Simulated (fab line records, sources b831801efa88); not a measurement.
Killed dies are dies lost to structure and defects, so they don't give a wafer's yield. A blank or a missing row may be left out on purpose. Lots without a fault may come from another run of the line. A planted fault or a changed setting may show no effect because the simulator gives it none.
Chamber matching | flow gf180mcu | GF_V2_CVD_02 on pecvd-03: 3 sister chambers
The step deposits SiO2 from TEOS, target thk 850 nm, time 94.851 s. 6 wafers are shown with their chamber, then 10 later ones without.

WAFERS WITH THEIR CHAMBER
wafer  | chamber | heater_power_w (W)
L090.1 | 1       | 643
L090.2 | 0       | 530
L091.4 | 2       | 522
L091.6 | 0       | 519
L092.1 | 2       | 559
L092.3 | 1       | 628

WAFERS WITHOUT THEIR CHAMBER
wafer  | heater_power_w (W)
L092.5 | 615
L094.2 | 688
L094.4 | 421
L094.6 | 529
L095.1 | 575
L095.3 | 520
L095.4 | 557
L096.3 | 461
L096.4 | 686
L096.6 | 546

WHICH CHAMBER EACH WENT THROUGH
wafer  | from the rows above          | in truth
L092.5 | 1                            | 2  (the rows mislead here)
L094.2 | 1                            | 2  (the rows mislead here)
L094.4 | can't be placed: 0 or 2      | 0
L094.6 | can't be placed: 0 or 2      | 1
L095.1 | can't be placed: 2 or 0 or 1 | 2
L095.3 | can't be placed: 0 or 2      | 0
L095.4 | can't be placed: 2 or 0      | 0
L096.3 | can't be placed: 0 or 2      | 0
L096.4 | 1                            | 1
L096.6 | can't be placed: 2 or 0      | 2
Placed correctly: 1 of 10. Can't be placed from these rows: 7 (the true chamber is among the candidates in 6). Placed wrongly: 2.
How it was worked out, from the rows above alone: a wafer's distance from a chamber is the root of the sum, over the readings, of the square of ((its reading less the chamber's mean) divided by the reading's scatter). The wafer belongs to the nearest chamber; if the next one is less than 2 further off, it can't be placed. A chamber's mean is the mean of its shown wafers. The scatter: the root of (the sum of the squares of (reading less its chamber's mean) over the shown wafers, divided by (wafers less chambers)).
